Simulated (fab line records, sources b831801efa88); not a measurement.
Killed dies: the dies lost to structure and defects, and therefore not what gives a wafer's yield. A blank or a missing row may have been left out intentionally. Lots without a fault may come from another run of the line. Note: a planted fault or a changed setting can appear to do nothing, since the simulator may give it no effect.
Which tool was responsible? | flow gf180mcu | Sampling: 14 lots, 42 wafers, 3 of 602 route steps

WHAT THE GAUGES SHOWED, per wafer
GF_DUAL_GATE_OVL_MEAS_11. Usual: for DUAL_GATE_OVL the level is 1.6 nm and the standard deviation is 1.5.
lot  | measured     | on         | DUAL_GATE_OVL (nm) | flag
L589 | day 8 07:28  | overlay-01 | -0.9 1.2 -0.8      |
L591 | day 8 21:07  | overlay-01 | 0.8 1.5 2.2        |
L594 | day 9 18:04  | overlay-02 | 2.3 0.3 2.7        |
L596 | day 10 07:22 | overlay-02 | 0.6 -1.2 -1.6      |
L598 | day 10 21:34 | overlay-02 | 2.5 0.4 2.3        |
L599 | day 11 01:31 | overlay-01 | 1.5 0.7 1.4        |
L602 | day 12 07:52 | overlay-02 | 3.2 3.7 1.2        |
L603 | day 12 19:28 | overlay-02 | 1.8 2.0 1.3        |
L606 | day 13 06:43 | overlay-01 | 0.3 0.9 2.1        |
L607 | day 13 17:34 | overlay-01 | 1.7 0.3 2.9        |
L609 | day 14 07:19 | overlay-01 | 3.2 2.4 4.3        |
L610 | day 14 09:16 | overlay-02 | 0.4 0.2 -0.4       |
L611 | day 14 14:24 | overlay-01 | 3.6 2.8 3.6        |
L612 | day 14 23:57 | overlay-02 | 1.0 3.3 2.0        |

GF_POLY_GATE_THK_MEAS_17. Usual: for POLY_GATE_OXIDATION_THK the level is 3.99 nm and the standard deviation is 0.082.
lot  | measured     | on            | POLY_GATE_OXIDATION_THK (nm) | flag
L589 | day 9 05:55  | film metro-02 | 4.08 4.08 4.01               |
L591 | day 9 18:44  | film metro-02 | 3.96 3.92 4.06               |
L594 | day 10 16:46 | film metro-02 | 4.07 4.16 4.04               |
L596 | day 11 06:41 | film metro-03 | 4.08 4.07 4.09               |
L598 | day 11 21:05 | film metro-03 | 3.98 3.90 3.91               |
L599 | day 12 04:20 | film metro-03 | 3.89 4.01 4.00               |
L602 | day 13 10:47 | film metro-02 | 3.99 4.11 4.08               |
L603 | day 13 20:28 | film metro-04 | 4.19 4.16 4.12               |
L606 | day 14 08:44 | film metro-04 | 3.91 3.94 3.92               |
L607 | day 14 20:38 | film metro-04 | 4.02 4.05 4.07               |
L609 | day 15 10:14 | film metro-03 | 3.75 3.78 3.84               |
L610 | day 15 12:59 | film metro-02 | 3.96 3.98 4.02               |
L611 | day 15 17:20 | film metro-03 | 3.96 3.95 3.96               |
L612 | day 16 03:31 | film metro-02 | 4.03 3.97 3.98               |

WHAT TOOL EACH LOT RAN ON (gives the tool, then ch and the chambers of the sampled wafers, and finally the start)
lot  | GF_DUAL_GATE_STRIP_13
L589 | plasma asher-04 ch 0,1, day 8 07:34
L591 | plasma asher-01 ch 0,1, day 8 21:14
L594 | plasma asher-04 ch 0,1, day 9 18:16
L596 | plasma asher-01 ch 0,1, day 10 07:29
L598 | plasma asher-02 ch 0,1, day 10 21:41
L599 | plasma asher-01 ch 0,1, day 11 01:39
L602 | plasma asher-01 ch 0,1, day 12 07:59
L603 | plasma asher-02 ch 0,1, day 12 19:34
L606 | plasma asher-02 ch 0,1, day 13 06:49
L607 | plasma asher-01 ch 0,1, day 13 17:40
L609 | plasma asher-04 ch 0, day 14 07:25
L610 | plasma asher-01 ch 0,1, day 14 09:23
L611 | plasma asher-01 ch 0,1, day 14 14:31
L612 | plasma asher-01 ch 0,1, day 15 00:04
- GF_DUAL_GATE_STRIP_13: strips in O2/N2.

AS READ BY THE TOOLS THEMSELVES (means over the sampled wafers that have a number; for cases with no such wafer, the mark the record gives instead)
GF_DUAL_GATE_STRIP_13. Usual: drypump motor current A 5.8 A, standard deviation 0.5; heater power w 317 W, standard deviation 24; oes product au 0.716 a.u., standard deviation 0.0049; strip time to endpoint s 12.62 s, standard deviation 0.043.
lot  | tool            | drypump motor current A (A) | heater power w (W) | oes product au (a.u.) | strip time to endpoint s (s) | flag
L589 | plasma asher-04 | 5.9                         | 308                | 0.714                 | 12.67                        |
L591 | plasma asher-01 | 5.6                         | 340                | 0.717                 | 12.60                        |
L594 | plasma asher-04 | 6.3                         | 304                | 0.716                 | 12.61                        |
L596 | plasma asher-01 | 5.6                         | 345                | 0.709                 | 12.58                        |
L598 | plasma asher-02 | 5.7                         | 289                | 0.713                 | 12.63                        |
L599 | plasma asher-01 | 5.4                         | 348                | 0.716                 | 12.58                        |
L602 | plasma asher-01 | 5.4                         | 342                | 0.719                 | 12.61                        |
L603 | plasma asher-02 | 5.8                         | 286                | 0.715                 | 12.61                        |
L606 | plasma asher-02 | 5.8                         | 289                | 0.718                 | 12.70                        |
L607 | plasma asher-01 | 5.6                         | 346                | 0.710                 | 12.66                        |
L609 | plasma asher-04 | 6.7                         | 307                | 0.716                 | 12.60                        |
L610 | plasma asher-01 | 5.4                         | 347                | 0.715                 | 12.55                        |
L611 | plasma asher-01 | 5.4                         | 340                | 0.712                 | 12.61                        |
L612 | plasma asher-01 | 5.4                         | 349                | 0.712                 | 12.62                        |

THE ANSWER, worked out from the rows above alone
Rule: a lot counts as off when the mean over its wafers that have a number is more than 3 standard deviations away from the usual mean. A lot without any number at a reading at which 4 lots or more have one is off too. Any other lot the step has rows for is counted as sound. After the gauges, taken in route order, come the tools' own readings; for these a lot's mean is taken, as printed above. At the first step where some lot is off, the reading lying furthest off is the one used; lots without a number count as furthest.
No lot is off at any reading shown: from this, nothing can be told.

WHAT THE SIMULATOR PUT IN
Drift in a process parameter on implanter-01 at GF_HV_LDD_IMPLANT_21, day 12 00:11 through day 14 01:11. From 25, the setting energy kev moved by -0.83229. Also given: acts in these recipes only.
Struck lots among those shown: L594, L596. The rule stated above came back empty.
